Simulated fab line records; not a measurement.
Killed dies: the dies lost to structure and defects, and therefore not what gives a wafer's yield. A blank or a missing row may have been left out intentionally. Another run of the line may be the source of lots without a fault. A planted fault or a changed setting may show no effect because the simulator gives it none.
Comparing a struck lot with a sound one | flow gf180mcu | 15 steps out of a route of 602
Sound: the wafers L481.2, L481.3, L481.6. The struck wafers were L488.1, L488.3, L488.5. Last of all comes the cause.
Each step with rows lists, per side, the tool, then ch with its chambers, then its first start. Under that, the readings that differ: sound wafers | struck wafers | difference of the means | sigmas: that difference in standard deviations of wafers without a fault.
alike: readings whose means differ by less than 2 such deviations, and words and numbers that are the same on both sides. not compared: withheld readings, readings that some wafer has no value for, bounds like >300 that may hide the same value, and numbers for which the record gives no deviation and whose values overlap.
The two part at a step that has a row with sigmas, a row that says differs or no value, or rows on one side only. Non-overlapping numbers with no deviation appear without sigmas and do not part them. A reading missing from all wafers of one side parts the sides only when that side holds two or more wafers.

GF_DUAL_GATE_THK_MEAS_03:
  struck on film-metro-01, day 10 16:25; sound on film-metro-02, day 8 18:02
  alike: DUAL_GATE_OXIDATION_00_THK
then, 7 steps without rows for these wafers: GF_DUAL_GATE_DEHYDRATE_04 (time 60 s); GF_DUAL_GATE_HMDS_05 (prime time 60 s); GF_DUAL_GATE_COAT_06 (resist thk 1000 nm); GF_DUAL_GATE_SOFTBAKE_07 (time 60 s); GF_DUAL_GATE_EXPOSE_08 (exposes mask Dualgate, target cd 700 nm); GF_DUAL_GATE_PEB_09; GF_DUAL_GATE_DEVELOP_10 (develop time 60 s).
GF_DUAL_GATE_OVL_MEAS_11:
  struck on overlay-02, day 11 09:50; sound on overlay-02, day 9 10:55
  reading            | sound       | struck         | difference | sigmas
  DUAL_GATE_OVL (nm) | 1.3 1.2 2.1 | -2.7 -2.5 -1.1 | -3.6       | -2
then, 1 step without rows for these wafers: GF_DUAL_GATE_WET_ETCH_12 (etches SiO2 in dHF, target depth 13 nm, time 260 s).
GF_DUAL_GATE_STRIP_13: strips in O2/N2.
  sound on plasma-asher-03 ch 0,1, day 9 11:02; struck on plasma-asher-04 ch 0,1, day 11 09:58
  alike: drypump-motor-current-A, heater-power-w, o2-flow-sccm, oes-product-au, strip-time-to-endpoint-s
  not compared: rf-hours-counter-h
then, 1 step without rows for these wafers: GF_DUAL_GATE_CLEAN_14 (cleans in SC1/SC2, time 150 s).
GF_DUAL_GATE_OXIDATION_15: stabilise 600 s, purge 300 s, target thk 7.098 nm.
  sound on furnace-01 ch 0, day 9 11:11; struck on furnace-01 ch 0, day 12 16:07
  alike: spike-tc-top-C
then, 1 step without rows for these wafers: GF_POLY_GATE_CVD_00 (deposits poly-Si, target thk 200 nm, time 1200 s).
GF_PASSIVATION_PROBE_99:
  the record holds rows for the sound wafers here (prober-01, day 30 05:40) but none for the struck ones

## WHERE THEY PART
At GF_DUAL_GATE_OVL_MEAS_11 first; at GF_PASSIVATION_PROBE_99 last (within this record only).

WHY: whatever the simulator had introduced
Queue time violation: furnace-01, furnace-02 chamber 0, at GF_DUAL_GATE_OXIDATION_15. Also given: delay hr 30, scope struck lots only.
